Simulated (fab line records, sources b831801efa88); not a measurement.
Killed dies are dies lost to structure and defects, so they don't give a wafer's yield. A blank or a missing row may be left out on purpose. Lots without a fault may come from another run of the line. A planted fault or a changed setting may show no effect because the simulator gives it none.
One fault seen from 2 desks | flow sky130 | each desk has only its own numbers; what lay behind them comes last

THE METROLOGY DESK
What the gauges read, lot by lot, whatever tool the lot ran on: means of the sampled wafers that have a number. A lot is out of limits, marked OUT, if its mean lies more than 4 standard deviations from the usual mean; the brackets give that distance.
Columns: A = VIA3_OVL at SKY_VIA3_OVL_MEAS_13, usual 4 nm; B = CAP2M_OVL at SKY_CAP2M_OVL_MEAS_12, usual 0.9 nm; C = VIA4_W_RS at SKY_VIA4_RS_MEAS_19, usual 0.2143 ohm/sq; D = VIA4_W_THK at SKY_VIA4_THK_MEAS_20, usual 521 nm
lot  | first seen here | A  | B    | C                | D
L773 | day 40 17:06    | 5  | -0.2 | 0.2136           | 519
L774 | day 41 01:22    | 6  | 0.3  | 0.2115           | 532
L776 | day 41 15:00    | 5  | -1.7 | 0.2145           | 526
L782 | day 43 14:36    | 7  | 0.9  | 0.1557 (-20) OUT | 750 (+29) OUT
L783 | day 43 17:29    | -3 | -0.1 | 0.1851 (-10) OUT | 632 (+14) OUT
L786 | day 44 08:45    | 1  | 1.0  | 0.2127           | 522
L785 | day 44 10:48    | 6  | 1.9  | 0.2126           | 526
L789 | day 45 13:19    | 4  | 0.9  | 0.2165           | 520
L790 | day 45 13:55    | 6  | 0.6  | 0.2143           | 521
L792 | day 45 18:31    | 6  | 0.2  | 0.2125           | 523
This desk's finding: out of limits on L782, L783; first on L782, day 46 12:02 (VIA4_W_RS at SKY_VIA4_RS_MEAS_19). In limits: L773, L774, L776, L786, L785, L789, L790, L792.

THE TOOL OWNER'S DESK: cvd_w-02
The tool's own readings at SKY_VIA4_CVD_18 (deposits W, target thk 505 nm, time 152.14 s): means of the sampled wafers that have a number, for each lot that ran on this tool. A lot is out of limits, marked OUT, if its mean lies more than 4 standard deviations from the usual mean; the brackets give that distance.
Columns: A = heater_power_w at SKY_VIA4_CVD_18, usual 820 W
lot  | first seen here | A
L773 | day 43 20:11    | 761
L776 | day 44 17:29    | 762
L782 | day 46 11:53    | 763
L783 | day 46 15:03    | 780
This desk's finding: nothing out of limits on any of the 4 lots.

PUT TOGETHER
The metrology desk could have raised an alarm at day 46 12:02, on L782, L783.
The tool owner's desk saw nothing out of limits.
The tool owner's desk has L782, L783 on record, within its limits.
Of the lots named, all ran SKY_VIA4_CVD_18 on cvd_w-02.

WHAT THE SIMULATOR HAD PUT IN
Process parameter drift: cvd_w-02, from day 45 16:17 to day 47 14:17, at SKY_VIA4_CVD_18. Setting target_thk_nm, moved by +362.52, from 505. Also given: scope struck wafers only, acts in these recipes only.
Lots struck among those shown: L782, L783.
Hours from the fault's start to each desk's first reading out of limits: the metrology desk, 20.
